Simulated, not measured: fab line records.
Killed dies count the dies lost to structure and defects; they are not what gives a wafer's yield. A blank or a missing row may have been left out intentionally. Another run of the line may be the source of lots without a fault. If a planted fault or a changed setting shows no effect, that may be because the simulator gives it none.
Which of the tools did it? :: flow sky130 :: 42 wafers from 14 lots sampled at 6 of the route's 708 steps

## WHAT THE GAUGES SHOWED, per wafer
SKY_METAL5_RS_MEAS_05: measurement is done with a four-point probe. Usual: METAL5_ALCU_RS 0.0272 ohm/sq, standard deviation 0.00032.
lot: L354
measured: day 43 20:27
on: film-metro-02
METAL5_ALCU_RS (ohm/sq): 0.0266 0.0267 0.0273
flag: 

lot: L356
measured: day 44 13:59
on: film-metro-01
METAL5_ALCU_RS (ohm/sq): 0.0272 0.0269 0.0274
flag: 

lot: L357
measured: day 44 17:23
on: film-metro-03
METAL5_ALCU_RS (ohm/sq): 0.0267 0.0273 0.0267
flag: 

lot: L358
measured: day 45 08:36
on: film-metro-03
METAL5_ALCU_RS (ohm/sq): 0.0271 0.0277 0.0273
flag: 

lot: L359
measured: day 45 09:23
on: film-metro-02
METAL5_ALCU_RS (ohm/sq): 0.0276 0.0271 0.0271
flag: 

lot: L360
measured: day 45 18:14
on: film-metro-03
METAL5_ALCU_RS (ohm/sq): 0.0274 0.0273 0.0270
flag: 

lot: L365
measured: day 46 19:53
on: film-metro-02
METAL5_ALCU_RS (ohm/sq): 8.5993 8.5774 8.5018
flag: OFF

lot: L367
measured: day 47 07:43
on: film-metro-02
METAL5_ALCU_RS (ohm/sq): 8.6753 8.7807 8.7093
flag: OFF

lot: L370
measured: day 48 00:43
on: film-metro-01
METAL5_ALCU_RS (ohm/sq): 0.0276 0.0276 0.0272
flag: 

lot: L371
measured: day 48 03:02
on: film-metro-02
METAL5_ALCU_RS (ohm/sq): 0.0269 0.0270 0.0269
flag: 

lot: L372
measured: day 48 06:16
on: film-metro-03
METAL5_ALCU_RS (ohm/sq): 0.0275 0.0273 0.0273
flag: 

lot: L373
measured: day 48 08:33
on: film-metro-03
METAL5_ALCU_RS (ohm/sq): 0.0274 0.0268 0.0267
flag: 

lot: L374
measured: day 48 23:11
on: film-metro-02
METAL5_ALCU_RS (ohm/sq): 0.0273 0.0274 0.0270
flag: 

lot: L376
measured: day 49 03:35
on: film-metro-03
METAL5_ALCU_RS (ohm/sq): 0.0276 0.0274 0.0276
flag: 

SKY_METAL5_THK_MEAS_06: measures by xrf. Usual: METAL5_ALCU_THK 1154 nm, standard deviation 13.
lot: L354
measured: day 43 20:34
on: film-metro-02
METAL5_ALCU_THK (nm): 1178 1174 1155
flag: 

lot: L356
measured: day 44 14:06
on: film-metro-01
METAL5_ALCU_THK (nm): 1159 1160 1149
flag: 

lot: L357
measured: day 44 17:29
on: film-metro-03
METAL5_ALCU_THK (nm): 1171 1152 1175
flag: 

lot: L358
measured: day 45 08:43
on: film-metro-03
METAL5_ALCU_THK (nm): 1158 1138 1150
flag: 

lot: L359
measured: day 45 09:29
on: film-metro-02
METAL5_ALCU_THK (nm): 1136 1148 1159
flag: 

lot: L360
measured: day 45 18:21
on: film-metro-03
METAL5_ALCU_THK (nm): 1151 1157 1166
flag: 

lot: L365
measured: day 46 20:01
on: film-metro-02
METAL5_ALCU_THK (nm): <0 <0 <0
flag: OFF

lot: L367
measured: day 47 07:49
on: film-metro-02
METAL5_ALCU_THK (nm): <0 <0 <0
flag: OFF

lot: L370
measured: day 48 00:49
on: film-metro-01
METAL5_ALCU_THK (nm): 1129 1128 1149
flag: 

lot: L371
measured: day 48 03:09
on: film-metro-02
METAL5_ALCU_THK (nm): 1161 1159 1163
flag: 

lot: L372
measured: day 48 06:23
on: film-metro-03
METAL5_ALCU_THK (nm): 1144 1148 1152
flag: 

lot: L373
measured: day 48 08:40
on: film-metro-03
METAL5_ALCU_THK (nm): 1135 1162 1179
flag: 

lot: L374
measured: day 48 23:18
on: film-metro-02
METAL5_ALCU_THK (nm): 1147 1149 1149
flag: 

lot: L376
measured: day 49 03:43
on: film-metro-03
METAL5_ALCU_THK (nm): 1137 1145 1128
flag: 

## EACH LOT AND THE TOOL THAT RAN IT (in order: tool; ch and the chambers of the sampled wafers; start)
lot: L354
SKY_VIA4_ETCH_12: rie-diel-01 ch 0,1,3, day 43 18:55
SKY_VIA4_STRIP_13: plasma-asher-02 ch 0,1, day 43 18:59
SKY_METAL5_SPUTTER_02: pvd-sputter-03, day 43 20:20
SKY_METAL5_SPUTTER_03: pvd-sputter-03, day 43 20:23

lot: L356
SKY_VIA4_ETCH_12: rie-diel-01 ch 0,1, day 44 12:10
SKY_VIA4_STRIP_13: plasma-asher-03 ch 0,1, day 44 12:14
SKY_METAL5_SPUTTER_02: pvd-sputter-01, day 44 13:52
SKY_METAL5_SPUTTER_03: pvd-sputter-01, day 44 13:55

lot: L357
SKY_VIA4_ETCH_12: rie-diel-01 ch 0,1,3, day 44 15:46
SKY_VIA4_STRIP_13: plasma-asher-02 ch 0,1, day 44 15:53
SKY_METAL5_SPUTTER_02: pvd-sputter-03, day 44 17:13
SKY_METAL5_SPUTTER_03: pvd-sputter-03, day 44 17:16

lot: L358
SKY_VIA4_ETCH_12: rie-diel-02 ch 2,3, day 45 07:00
SKY_VIA4_STRIP_13: plasma-asher-03 ch 0,1, day 45 07:04
SKY_METAL5_SPUTTER_02: pvd-sputter-01, day 45 08:29
SKY_METAL5_SPUTTER_03: pvd-sputter-01, day 45 08:32

lot: L359
SKY_VIA4_ETCH_12: rie-diel-02 ch 1,2, day 45 07:39
SKY_VIA4_STRIP_13: plasma-asher-03 ch 0,1, day 45 07:45
SKY_METAL5_SPUTTER_02: pvd-sputter-03, day 45 09:14
SKY_METAL5_SPUTTER_03: pvd-sputter-03, day 45 09:17

lot: L360
SKY_VIA4_ETCH_12: rie-diel-01 ch 1,2,3, day 45 16:42
SKY_VIA4_STRIP_13: plasma-asher-02 ch 0, day 45 16:46
SKY_METAL5_SPUTTER_02: pvd-sputter-04, day 45 18:06
SKY_METAL5_SPUTTER_03: pvd-sputter-04, day 45 18:09

lot: L365
SKY_VIA4_ETCH_12: rie-diel-02 ch 0,3, day 46 18:16
SKY_VIA4_STRIP_13: plasma-asher-03 ch 0,1, day 46 18:20
SKY_METAL5_SPUTTER_02: pvd-sputter-04, day 46 19:46
SKY_METAL5_SPUTTER_03: pvd-sputter-04, day 46 19:49

lot: L367
SKY_VIA4_ETCH_12: rie-diel-01 ch 0,2,3, day 47 06:07
SKY_VIA4_STRIP_13: plasma-asher-01 ch 0,1, day 47 06:14
SKY_METAL5_SPUTTER_02: pvd-sputter-03, day 47 07:34
SKY_METAL5_SPUTTER_03: pvd-sputter-03, day 47 07:37

lot: L370
SKY_VIA4_ETCH_12: rie-diel-04 ch 0,1,2, day 47 23:06
SKY_VIA4_STRIP_13: plasma-asher-01 ch 0,1, day 47 23:12
SKY_METAL5_SPUTTER_02: pvd-sputter-01, day 48 00:33
SKY_METAL5_SPUTTER_03: pvd-sputter-01, day 48 00:36

lot: L371
SKY_VIA4_ETCH_12: rie-diel-01 ch 0,1,2, day 48 01:19
SKY_VIA4_STRIP_13: plasma-asher-03 ch 0,1, day 48 01:23
SKY_METAL5_SPUTTER_02: pvd-sputter-03, day 48 02:55
SKY_METAL5_SPUTTER_03: pvd-sputter-03, day 48 02:58

lot: L372
SKY_VIA4_ETCH_12: rie-diel-02 ch 1,2, day 48 04:43
SKY_VIA4_STRIP_13: plasma-asher-03 ch 0,1, day 48 04:47
SKY_METAL5_SPUTTER_02: pvd-sputter-03, day 48 06:10
SKY_METAL5_SPUTTER_03: pvd-sputter-03, day 48 06:13

lot: L373
SKY_VIA4_ETCH_12: rie-diel-04 ch 1,2, day 48 06:58
SKY_VIA4_STRIP_13: plasma-asher-02 ch 0,1, day 48 07:02
SKY_METAL5_SPUTTER_02: pvd-sputter-04, day 48 08:25
SKY_METAL5_SPUTTER_03: pvd-sputter-04, day 48 08:28

lot: L374
SKY_VIA4_ETCH_12: rie-diel-01 ch 0,2,3, day 48 21:16
SKY_VIA4_STRIP_13: plasma-asher-03 ch 0,1, day 48 21:20
SKY_METAL5_SPUTTER_02: pvd-sputter-03, day 48 23:03
SKY_METAL5_SPUTTER_03: pvd-sputter-03, day 48 23:06

lot: L376
SKY_VIA4_ETCH_12: rie-diel-01 ch 0,2, day 49 02:04
SKY_VIA4_STRIP_13: plasma-asher-03 ch 0,1, day 49 02:08
SKY_METAL5_SPUTTER_02: pvd-sputter-03, day 49 03:29
SKY_METAL5_SPUTTER_03: pvd-sputter-03, day 49 03:32
- SKY_VIA4_ETCH_12: etches SiO2 in C4F8/O2/Ar, stops on TiN, target depth 580 nm.
- SKY_VIA4_STRIP_13: strips in O2/N2.
- SKY_METAL5_SPUTTER_02: material AlCu, target thk 1150 nm, time 61.2 s.
- SKY_METAL5_SPUTTER_03: material Ti, target thk 5 nm, time 3.3 s.

## AS READ BY THE TOOLS THEMSELVES (means over the sampled wafers that have a number; for cases with no such wafer, the mark the record gives instead)
SKY_VIA4_ETCH_12. Usual: oes-product-au 0.926 a.u., standard deviation 0.0044.
lot: L354
tool: rie-diel-01
oes-product-au (a.u.): 0.928
flag: 

lot: L356
tool: rie-diel-01
oes-product-au (a.u.): 0.923
flag: 

lot: L357
tool: rie-diel-01
oes-product-au (a.u.): 0.928
flag: 

lot: L358
tool: rie-diel-02
oes-product-au (a.u.): 0.926
flag: 

lot: L359
tool: rie-diel-02
oes-product-au (a.u.): 0.924
flag: 

lot: L360
tool: rie-diel-01
oes-product-au (a.u.): 0.929
flag: 

lot: L365
tool: rie-diel-02
oes-product-au (a.u.): 0.925
flag: 

lot: L367
tool: rie-diel-01
oes-product-au (a.u.): 0.925
flag: 

lot: L370
tool: rie-diel-04
oes-product-au (a.u.): 0.925
flag: 

lot: L371
tool: rie-diel-01
oes-product-au (a.u.): 0.922
flag: 

lot: L372
tool: rie-diel-02
oes-product-au (a.u.): 0.928
flag: 

lot: L373
tool: rie-diel-04
oes-product-au (a.u.): 0.926
flag: 

lot: L374
tool: rie-diel-01
oes-product-au (a.u.): 0.922
flag: 

lot: L376
tool: rie-diel-01
oes-product-au (a.u.): 0.928
flag: 

SKY_VIA4_STRIP_13. Usual: drypump-motor-current-A 5.7 A, standard deviation 0.47; oes-product-au 0.710 a.u., standard deviation 0.0045; strip-time-to-endpoint-s 12.81 s, standard deviation 0.033.
lot: L354
tool: plasma-asher-02
drypump-motor-current-A (A): 5.2
oes-product-au (a.u.): 0.710
strip-time-to-endpoint-s (s): 12.85
flag: 

lot: L356
tool: plasma-asher-03
drypump-motor-current-A (A): 6.1
oes-product-au (a.u.): 0.710
strip-time-to-endpoint-s (s): 12.79
flag: 

lot: L357
tool: plasma-asher-02
drypump-motor-current-A (A): 5.2
oes-product-au (a.u.): 0.711
strip-time-to-endpoint-s (s): 12.78
flag: 

lot: L358
tool: plasma-asher-03
drypump-motor-current-A (A): 6.1
oes-product-au (a.u.): 0.713
strip-time-to-endpoint-s (s): 12.81
flag: 

lot: L359
tool: plasma-asher-03
drypump-motor-current-A (A): 6.1
oes-product-au (a.u.): 0.711
strip-time-to-endpoint-s (s): 12.79
flag: 

lot: L360
tool: plasma-asher-02
drypump-motor-current-A (A): 5.2
oes-product-au (a.u.): 0.708
strip-time-to-endpoint-s (s): 12.80
flag: 

lot: L365
tool: plasma-asher-03
drypump-motor-current-A (A): 6.1
oes-product-au (a.u.): 0.711
strip-time-to-endpoint-s (s): 12.83
flag: 

lot: L367
tool: plasma-asher-01
drypump-motor-current-A (A): 5.6
oes-product-au (a.u.): 0.713
strip-time-to-endpoint-s (s): 12.81
flag: 

lot: L370
tool: plasma-asher-01
drypump-motor-current-A (A): 6.0
oes-product-au (a.u.): 0.707
strip-time-to-endpoint-s (s): 12.82
flag: 

lot: L371
tool: plasma-asher-03
drypump-motor-current-A (A): 6.1
oes-product-au (a.u.): 0.709
strip-time-to-endpoint-s (s): 12.84
flag: 

lot: L372
tool: plasma-asher-03
drypump-motor-current-A (A): 6.1
oes-product-au (a.u.): 0.709
strip-time-to-endpoint-s (s): 12.80
flag: 

lot: L373
tool: plasma-asher-02
drypump-motor-current-A (A): 5.2
oes-product-au (a.u.): 0.712
strip-time-to-endpoint-s (s): 12.80
flag: 

lot: L374
tool: plasma-asher-03
drypump-motor-current-A (A): 6.1
oes-product-au (a.u.): 0.709
strip-time-to-endpoint-s (s): 12.82
flag: 

lot: L376
tool: plasma-asher-03
drypump-motor-current-A (A): 6.0
oes-product-au (a.u.): 0.712
strip-time-to-endpoint-s (s): 12.82
flag: 

SKY_METAL5_SPUTTER_02. Usual: cathode-dc-power-W 10600 W, standard deviation 1.9; chamber-pressure-pa 0.4003 Pa, standard deviation 0.00075; throttle-valve-pct 29.9 %, standard deviation 0.72.
lot: L354
tool: pvd-sputter-03
cathode-dc-power-W (W): 10601
chamber-pressure-pa (Pa): 0.3999
throttle-valve-pct (%): 29.4
flag: 

lot: L356
tool: pvd-sputter-01
cathode-dc-power-W (W): 10599
chamber-pressure-pa (Pa): 0.4005
throttle-valve-pct (%): 30.8
flag: 

lot: L357
tool: pvd-sputter-03
cathode-dc-power-W (W): 10600
chamber-pressure-pa (Pa): 0.4006
throttle-valve-pct (%): 29.2
flag: 

lot: L358
tool: pvd-sputter-01
cathode-dc-power-W (W): 10600
chamber-pressure-pa (Pa): 0.4006
throttle-valve-pct (%): 30.5
flag: 

lot: L359
tool: pvd-sputter-03
cathode-dc-power-W (W): 10600
chamber-pressure-pa (Pa): 0.4008
throttle-valve-pct (%): 29.7
flag: 

lot: L360
tool: pvd-sputter-04
cathode-dc-power-W (W): 10599
chamber-pressure-pa (Pa): 0.3999
throttle-valve-pct (%): 29.9
flag: 

lot: L365
tool: pvd-sputter-04
cathode-dc-power-W (W): -
chamber-pressure-pa (Pa): -
throttle-valve-pct (%): -
flag: OFF

lot: L367
tool: pvd-sputter-03
cathode-dc-power-W (W): -
chamber-pressure-pa (Pa): -
throttle-valve-pct (%): -
flag: OFF

lot: L370
tool: pvd-sputter-01
cathode-dc-power-W (W): 10601
chamber-pressure-pa (Pa): 0.4003
throttle-valve-pct (%): 30.6
flag: 

lot: L371
tool: pvd-sputter-03
cathode-dc-power-W (W): 10599
chamber-pressure-pa (Pa): 0.3995
throttle-valve-pct (%): 29.7
flag: 

lot: L372
tool: pvd-sputter-03
cathode-dc-power-W (W): 10602
chamber-pressure-pa (Pa): 0.4010
throttle-valve-pct (%): 29.2
flag: 

lot: L373
tool: pvd-sputter-04
cathode-dc-power-W (W): 10599
chamber-pressure-pa (Pa): 0.4002
throttle-valve-pct (%): 29.9
flag: 

lot: L374
tool: pvd-sputter-03
cathode-dc-power-W (W): 10600
chamber-pressure-pa (Pa): 0.3999
throttle-valve-pct (%): 29.8
flag: 

lot: L376
tool: pvd-sputter-03
cathode-dc-power-W (W): 10601
chamber-pressure-pa (Pa): 0.4002
throttle-valve-pct (%): 29.7
flag: 

SKY_METAL5_SPUTTER_03. Usual: cathode-dc-power-W 2999.9 W, standard deviation 0.59; chamber-pressure-pa 0.3999 Pa, standard deviation 0.00078; throttle-valve-pct 29.9 %, standard deviation 0.72.
lot: L354
tool: pvd-sputter-03
cathode-dc-power-W (W): 2999.7
chamber-pressure-pa (Pa): 0.3998
throttle-valve-pct (%): 29.5
flag: 

lot: L356
tool: pvd-sputter-01
cathode-dc-power-W (W): 3000.5
chamber-pressure-pa (Pa): 0.4005
throttle-valve-pct (%): 30.7
flag: 

lot: L357
tool: pvd-sputter-03
cathode-dc-power-W (W): 2999.6
chamber-pressure-pa (Pa): 0.4008
throttle-valve-pct (%): 29.1
flag: 

lot: L358
tool: pvd-sputter-01
cathode-dc-power-W (W): 3000.2
chamber-pressure-pa (Pa): 0.3987
throttle-valve-pct (%): 30.5
flag: 

lot: L359
tool: pvd-sputter-03
cathode-dc-power-W (W): 2999.4
chamber-pressure-pa (Pa): 0.4000
throttle-valve-pct (%): 29.7
flag: 

lot: L360
tool: pvd-sputter-04
cathode-dc-power-W (W): 3000.2
chamber-pressure-pa (Pa): 0.3995
throttle-valve-pct (%): 30.0
flag: 

lot: L365
tool: pvd-sputter-04
cathode-dc-power-W (W): 3000.3
chamber-pressure-pa (Pa): 0.4000
throttle-valve-pct (%): 29.8
flag: 

lot: L367
tool: pvd-sputter-03
cathode-dc-power-W (W): 3000.4
chamber-pressure-pa (Pa): 0.4001
throttle-valve-pct (%): 29.8
flag: 

lot: L370
tool: pvd-sputter-01
cathode-dc-power-W (W): 3000.1
chamber-pressure-pa (Pa): 0.3990
throttle-valve-pct (%): 30.5
flag: 

lot: L371
tool: pvd-sputter-03
cathode-dc-power-W (W): 3000.0
chamber-pressure-pa (Pa): 0.3989
throttle-valve-pct (%): 29.8
flag: 

lot: L372
tool: pvd-sputter-03
cathode-dc-power-W (W): 2999.7
chamber-pressure-pa (Pa): 0.3996
throttle-valve-pct (%): 29.4
flag: 

lot: L373
tool: pvd-sputter-04
cathode-dc-power-W (W): 3000.4
chamber-pressure-pa (Pa): 0.3997
throttle-valve-pct (%): 29.7
flag: 

lot: L374
tool: pvd-sputter-03
cathode-dc-power-W (W): 2999.8
chamber-pressure-pa (Pa): 0.4003
throttle-valve-pct (%): 29.8
flag: 

lot: L376
tool: pvd-sputter-03
cathode-dc-power-W (W): 3000.4
chamber-pressure-pa (Pa): 0.4007
throttle-valve-pct (%): 29.9
flag: 

## THE ANSWER, worked out from the rows above alone
Rule: take the mean of a lot's wafers that have a number; if it is more than 3 standard deviations from the usual mean, the lot is off. Also off: a lot with no number at a reading for which 4 or more lots have one. Where the step has rows for the other lots, those lots are counted as sound. First the gauges in route order, then the tools' own readings, where a lot's mean is used as printed above. The first step at which some lot is off is used, and at that step the reading that is off furthest; a lot without a number counts as furthest.
Off: L365, L367, seen at SKY_METAL5_RS_MEAS_05 (METAL5_ALCU_RS).
A tool fits if, at a process step before that reading, it ran every lot that is off, and no sound lot after the first of them. Not tried: the gauges at SKY_METAL5_RS_MEAS_05; whatever is off there is also off at SKY_METAL5_SPUTTER_02, on other tools, and gauge error can't account for it. Of those tried, none fits.

## WHAT WAS PUT IN BY THE SIMULATOR
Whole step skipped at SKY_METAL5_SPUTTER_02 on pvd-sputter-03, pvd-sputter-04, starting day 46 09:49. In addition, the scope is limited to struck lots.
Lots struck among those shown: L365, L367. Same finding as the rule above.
